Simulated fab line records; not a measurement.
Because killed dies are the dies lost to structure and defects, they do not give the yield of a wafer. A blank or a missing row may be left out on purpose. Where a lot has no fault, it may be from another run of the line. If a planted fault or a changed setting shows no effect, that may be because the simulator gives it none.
fab line records	flow sky130
record: lots: 5	wafers: 15	last-day: 49
route steps=708 shown LI_CONTACT@369
lots untouched by any fault: they come from a run of this same line in which no faults occurred
start-h: hours from the record's opening day to when the first of the lot's shown wafers began	wait-h: hours elapsed since this lot's preceding step	" as in the row above	L1.1+2: a row that stands for several wafers	- no value, or no start was given	* or withheld: withheld	< > ~ a bound
route shown NAME@n: names a module that has steps shown in the file, with the first one's number in the route	usual: the fault-free wafers' mean and standard deviation	same: alike in all rows	chamber/n: place in a boat	sites: each site's reading	_std_site: the standard deviation of these	_edge_site: the outer-site mean with the inner-site mean subtracted	radius-mm: how far each site lies from the wafer's centre	mask NAME#n: copy n	behind: tool/chamber where the wafer was last shaped	hold: what put the lot on hold/how long, in hours/how the hold closed	device: which transistor (n, p or np) failed to switch	end of line: tests of these same wafers at the route's end	a step given without rows: its recipe and nothing more	killed: dies lost to structure and defects at the first sort, not the wafer's yield	map: shows each die of a wafer: x if killed, . if not, _ if none is there
set.NAME: the run value of the setting; set.NAME@STEP: its run value at that earlier step	model.NAME: the simulator's own value behind a step, which no gauge read
certain route steps with their lots: each step a table, each wafer a row
services: a tool's chamber out of use, with start hour (start-h, from the record's first day; less than 0 if before it), hours out, and reason
== steps ==
step: SKY_LI_CONTACT_COAT_07
recipe: resist: KrF-thick	spin-rpm: 3000	resist-thk-nm: 450
usual: chill-plate-temp-C: 23.01/0.11
lot.wafer	tool	chamber	start-h	wait-h	chill-plate-temp-C
L078.2	litho-track-02	0	-	-	22.92
L078.5	"	0	"	"	23.12
L078.6	"	0	"	"	23.03
L079.3	litho-track-02	0	-	-	22.91
L079.5	"	0	"	"	22.95
L079.6	"	0	"	"	23.08
L086.2	litho-track-04	0	-	-	23.07
L086.4	"	0	"	"	22.88
L086.5	"	0	"	"	23.19
L087.2	litho-track-01	0	-	-	23.03
L087.4	"	0	"	"	22.90
L087.6	"	0	"	"	23.02
L094.3	litho-track-01	0	-	-	23.02
L094.5	"	0	"	"	23.09
L094.6	"	0	"	"	23.09
step: SKY_LI_CONTACT_SOFTBAKE_08
recipe: temp-c: 100	time-s: 90	resist: KrF-thick
usual: chill-plate-temp-C: 22.99/0.11
lot.wafer	tool	chamber	start-h	wait-h	chill-plate-temp-C
L078.2	litho-track-02	0	-	-	23.12
L078.5	"	0	"	"	23.19
L078.6	"	0	"	"	23.20
L079.3	litho-track-02	0	-	-	23.07
L079.5	"	0	"	"	23.10
L079.6	"	0	"	"	22.97
L086.2	litho-track-04	0	-	-	22.84
L086.4	"	0	"	"	22.99
L086.5	"	0	"	"	22.91
L087.2	litho-track-01	0	-	-	23.02
L087.4	"	0	"	"	22.95
L087.6	"	0	"	"	23.01
L094.3	litho-track-01	0	-	-	22.87
L094.5	"	0	"	"	23.09
L094.6	"	0	"	"	22.94
step: SKY_LI_CONTACT_EXPOSE_09
recipe: mask-id: LICM1	na: 0.8	source-shape: annular	sigma-inner: 0.55	sigma-outer: 0.85	target-cd-nm: 170	dose-mj: 38
usual: exposure-dose-mJ-cm2: 37.96/0.048
lot.wafer	tool	chamber	start-h	wait-h	mask	exposure-dose-mJ-cm2
L078.2	krf-scanner-02	0	-	-	LICM1#0	37.99
L078.5	"	0	"	"	LICM1#0	38.04
L078.6	"	0	"	"	LICM1#0	37.98
L079.3	krf-scanner-02	0	-	-	LICM1#0	37.97
L079.5	"	0	"	"	LICM1#0	37.93
L079.6	"	0	"	"	LICM1#0	37.94
L086.2	krf-scanner-01	0	-	-	LICM1#0	37.91
L086.4	"	0	"	"	LICM1#0	37.93
L086.5	"	0	"	"	LICM1#0	37.93
L087.2	krf-scanner-01	0	-	-	LICM1#0	37.93
L087.4	"	0	"	"	LICM1#0	37.90
L087.6	"	0	"	"	LICM1#0	37.92
L094.3	krf-scanner-02	0	-	-	LICM1#0	37.99
L094.5	"	0	"	"	LICM1#0	37.98
L094.6	"	0	"	"	LICM1#0	37.97
step: SKY_LI_CONTACT_PEB_10
recipe: peb-temp-c: withheld	peb-time-s: withheld	resist: KrF-thick
usual: chill-plate-temp-C: *
lot.wafer	tool	chamber	start-h	wait-h	chill-plate-temp-C
L078.2	litho-track-02	0	-	-	*
L078.5	"	0	"	"	*
L078.6	"	0	"	"	*
L079.3	litho-track-02	0	-	-	*
L079.5	"	0	"	"	*
L079.6	"	0	"	"	*
L086.2	litho-track-01	0	-	-	*
L086.4	"	0	"	"	*
L086.5	"	0	"	"	*
L087.2	litho-track-04	0	-	-	*
L087.4	"	0	"	"	*
L087.6	"	0	"	"	*
L094.3	litho-track-04	0	-	-	*
L094.5	"	0	"	"	*
L094.6	"	0	"	"	*
step: SKY_LI_CONTACT_DEVELOP_11
recipe: develop-time-s: 60	resist: KrF-thick	dev-temp-c: 21
usual: chill-plate-temp-C: 22.99/0.11
same: develop-time-s: 60
lot.wafer	tool	chamber	start-h	wait-h	chill-plate-temp-C
L078.2	litho-track-02	0	-	-	23.00
L078.5	"	0	"	"	22.99
L078.6	"	0	"	"	23.09
L079.3	litho-track-02	0	-	-	22.85
L079.5	"	0	"	"	23.05
L079.6	"	0	"	"	23.21
L086.2	litho-track-01	0	-	-	22.87
L086.4	"	0	"	"	22.81
L086.5	"	0	"	"	23.01
L087.2	litho-track-04	0	-	-	23.10
L087.4	"	0	"	"	22.97
L087.6	"	0	"	"	23.01
L094.3	litho-track-04	0	-	-	22.90
L094.5	"	0	"	"	22.97
L094.6	"	0	"	"	22.99
step: SKY_LI_CONTACT_CD_MEAS_12
recipe: target-cd-nm: 170
usual: cd-nm: 169.7/1.7
lot.wafer	tool	chamber	start-h	wait-h	cd-nm
L078.2	cd-sem-02	-	710.91	-	173.4
L078.5	"	-	"	"	171.7
L078.6	"	-	"	"	173.2
L079.3	cd-sem-02	-	725.63	-	168.7
L079.5	"	-	"	"	167.6
L079.6	"	-	"	"	169.7
L086.2	cd-sem-02	-	771.67	-	169.7
L086.4	"	-	"	"	167.3
L086.5	"	-	"	"	169.0
L087.2	cd-sem-02	-	773.74	-	171.3
L087.4	"	-	"	"	171.1
L087.6	"	-	"	"	171.3
L094.3	cd-sem-01	-	828.81	-	168.6
L094.5	"	-	"	"	171.1
L094.6	"	-	"	"	169.6
step: SKY_LI_CONTACT_OVL_MEAS_13
usual: LI_CONTACT_OVL: -3/6.2
lot.wafer	tool	chamber	start-h	wait-h	LI_CONTACT_OVL[nm]
L078.2	overlay-01	-	711.01	0.1	-8
L078.5	"	-	"	"	-9
L078.6	"	-	"	"	-10
L079.3	overlay-02	-	725.72	0.1	7
L079.5	"	-	"	"	1
L079.6	"	-	"	"	-4
L086.2	overlay-02	-	771.78	0.1	0
L086.4	"	-	"	"	-7
L086.5	"	-	"	"	8
L087.2	overlay-02	-	773.84	0.1	1
L087.4	"	-	"	"	-5
L087.6	"	-	"	"	-3
L094.3	overlay-02	-	828.90	0.1	-13
L094.5	"	-	"	"	-14
L094.6	"	-	"	"	-6
step: SKY_LI_CONTACT_ETCH_14
recipe: chemistry: N2/H2	target: BARC	ion-energy-ev: 200	source-w: 500	bias-w: 100	pressure-mtorr: 30	n2-flow-sccm: 100	h2-flow-sccm: 200	stop-on: SiO2	time-s: 45.9	target-depth-a: 600
usual: drypump-motor-current-A: 5.7/0.5	oes-product-au: 0.855/0.0052	throttle-valve-pct: 13.226/0.0082
lot.wafer	tool	chamber	start-h	wait-h	drypump-motor-current-A	oes-product-au	rf-hours-counter-h	throttle-valve-pct
L078.2	rie-diel-03	3	711.04	0.0	6.4	0.855	6	13.234
L078.5	"	2	"	"	5.7	0.845	-	13.231
L078.6	"	3	"	"	6.4	0.857	-	13.208
L079.3	rie-diel-02	2	725.76	0.0	5.8	0.858	-	13.228
L079.5	"	2	"	"	5.9	0.851	-	13.222
L079.6	"	1	"	"	5.9	0.860	-	13.215
L086.2	rie-diel-02	2	771.81	0.0	5.8	0.858	3	13.230
L086.4	"	1	"	"	5.9	0.858	15	13.226
L086.5	"	0	"	"	5.9	0.860	-	13.237
L087.2	rie-diel-03	3	773.87	0.0	6.4	0.850	7	13.235
L087.4	"	1	"	"	4.8	0.853	8	13.226
L087.6	"	1	"	"	4.8	0.859	-	13.220
L094.3	rie-diel-01	1	828.92	0.0	5.8	0.856	6	13.219
L094.5	"	2	"	"	6.2	0.861	-	13.234
L094.6	"	3	"	"	6.2	0.863	-	13.225
step: SKY_LI_CONTACT_ETCH_15
recipe: target: PSG	chemistry: C4F8/O2/Ar	stop-on: Si	taper-deg: 4.15	mask-material: KrF-thick	source-w: 1500	bias-w: 1200	pressure-mtorr: 40	c4f8-flow-sccm: withheld	O2_flow_sccm: 6	Ar_flow_sccm: 300	time-s: withheld	target-depth-a: 6000
usual: oes-product-au: 0.837/0.0049
lot.wafer	tool	chamber	start-h	wait-h	oes-product-au
L078.2	rie-diel-03	3	711.08	0.0	0.824
L078.5	"	2	"	"	0.835
L078.6	"	3	"	"	0.836
L079.3	rie-diel-02	2	725.85	0.1	0.839
L079.5	"	2	"	"	0.848
L079.6	"	1	"	"	0.837
L086.2	rie-diel-02	2	771.85	0.0	0.838
L086.4	"	1	"	"	0.834
L086.5	"	0	"	"	0.834
L087.2	rie-diel-03	3	773.92	0.0	0.831
L087.4	"	1	"	"	0.835
L087.6	"	1	"	"	0.832
L094.3	rie-diel-01	1	828.97	0.0	0.828
L094.5	"	2	"	"	0.836
L094.6	"	3	"	"	0.838
== services ==
tool	chamber	start-h	hours	kind
krf-scanner-02	-	673.82	1.0	pm
rie-diel-02	0	679.17	10.4	repair
rie-diel-01	-	680.98	4.3	pm
krf-scanner-02	-	689.20	4.0	pm
krf-scanner-01	-	710.92	0.2	repair
krf-scanner-02	-	713.10	1.3	pm
krf-scanner-02	-	716.68	0.8	pm
rie-diel-02	0	722.30	4.3	repair
krf-scanner-01	-	722.54	0.5	repair
rie-diel-02	-	733.44	0.5	repair
krf-scanner-01	-	734.72	4.4	pm
krf-scanner-01	-	744.47	0.8	pm
rie-diel-03	-	747.42	2.8	pm
krf-scanner-01	-	760.04	1.0	pm
krf-scanner-01	-	762.48	1.3	pm
krf-scanner-01	-	779.64	3.6	pm
krf-scanner-02	-	783.20	7.2	pm
krf-scanner-02	-	795.60	0.9	repair
rie-diel-03	2	802.85	6.4	repair
rie-diel-02	2	808.74	5.6	repair
rie-diel-03	3	809.97	4.1	repair
krf-scanner-02	-	813.47	0.6	repair
rie-diel-02	-	822.25	2.8	pm
rie-diel-02	0	826.38	7.5	repair
== key ==
fault none
